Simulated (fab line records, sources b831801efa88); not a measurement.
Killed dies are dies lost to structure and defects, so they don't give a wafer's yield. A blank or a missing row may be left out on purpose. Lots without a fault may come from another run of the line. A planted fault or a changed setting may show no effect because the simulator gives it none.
A struck lot beside a sound one | flow sky130 | 18 steps out of a route of 708
Sound: wafers L360.3, L360.4, L360.5. Struck: wafers L364.2, L364.5, L364.6. The cause comes at the end.
At each step with rows: each side's tool, then ch and its chambers, then its first start. Under that, the readings that differ: sound wafers | struck wafers | difference of the means | sigmas: that difference in standard deviations of wafers without a fault.
alike: readings whose means differ by less than 2 such deviations, and words and numbers that are the same on both sides. not compared: withheld readings, readings that some wafer has no value for, bounds like >300 that may hide the same value, and numbers for which the record gives no deviation and whose values overlap.
The two part at a step that has a row with sigmas, a row that says differs or no value, or rows on one side only. Numbers that don't overlap but have no deviation are shown without sigmas and don't part them. A reading that every wafer of one side lacks parts them only if that side has two wafers or more.

SKY_PWDE_OVL_MEAS_07:
  sound on overlay-01, day 3 16:32; struck on overlay-02, day 4 17:53
  alike: PWDE_OVL
then, 1 step without rows for these wafers: SKY_PWDE_IMPLANT_08.
SKY_PWDE_STRIP_09: strips in O2/N2.
  sound on plasma_asher-02 ch 0,1, day 3 16:44; struck on plasma_asher-01 ch 0,1, day 4 18:04
  alike: drypump_motor_current_A, oes_product_au, strip_time_to_endpoint_s
  not compared: rf_hours_counter_h
SKY_PWDE_TW_MEAS_10:
  sound on film_metro-04, day 3 16:50; struck on film_metro-04, day 4 18:11
  alike: PWDE_TW
then, 7 steps without rows for these wafers: SKY_NWELL_DEHYDRATE_03 (time 60 s); SKY_NWELL_HMDS_04 (prime time 60 s); SKY_NWELL_COAT_05 (resist thk 3000 nm); SKY_NWELL_SOFTBAKE_06; SKY_NWELL_EXPOSE_07 (exposes mask NWM, target cd 840 nm); SKY_NWELL_PEB_08; SKY_NWELL_DEVELOP_09 (develop time 60 s).
SKY_NWELL_OVL_MEAS_10:
  sound on overlay-02, day 4 09:23; struck on overlay-01, day 5 12:05
  alike: NWELL_00_OVL
SKY_NWELL_IMPLANT_11:
  sound on implanter-03 ch 0, day 4 09:28; struck on implanter-01 ch 0, day 5 12:08
  reading                   | sound             | struck            | difference | sigmas
  implant_ion_amu           | 31 31 31          | 75 75 75          | +44        |
  model.implant.rp_nm (nm)  | 495.4 495.4 495.4 | 228.5 228.5 228.5 | -266.9     |
  model.implant.drp_nm (nm) | 116.9 116.9 116.9 | 74.43 74.43 74.43 | -42.47     |
then, 2 steps without rows for these wafers: SKY_NWELL_IMPLANT_12; SKY_NWELL_IMPLANT_13.
SKY_NWELL_STRIP_14: strips in O2/N2.
  sound on plasma_asher-01 ch 0,1, day 4 09:53; struck on plasma_asher-03 ch 0,1, day 5 12:34
  alike: drypump_motor_current_A, oes_product_au, strip_time_to_endpoint_s
  not compared: rf_hours_counter_h
SKY_NWELL_TW_MEAS_15:
  sound on film_metro-01, day 4 09:59; struck on film_metro-04, day 5 12:53
  reading  | sound          | struck         | difference | sigmas
  NWELL_TW | 1859 1845 1860 | 2821 2808 2820 | +962       | +80
  not compared: hold
then, 1 step without rows for these wafers: SKY_PAD_OPEN_PROBE_99.

WHERE THEY PART
Only at SKY_NWELL_TW_MEAS_15, within this record.

WHY: what the simulator had put in
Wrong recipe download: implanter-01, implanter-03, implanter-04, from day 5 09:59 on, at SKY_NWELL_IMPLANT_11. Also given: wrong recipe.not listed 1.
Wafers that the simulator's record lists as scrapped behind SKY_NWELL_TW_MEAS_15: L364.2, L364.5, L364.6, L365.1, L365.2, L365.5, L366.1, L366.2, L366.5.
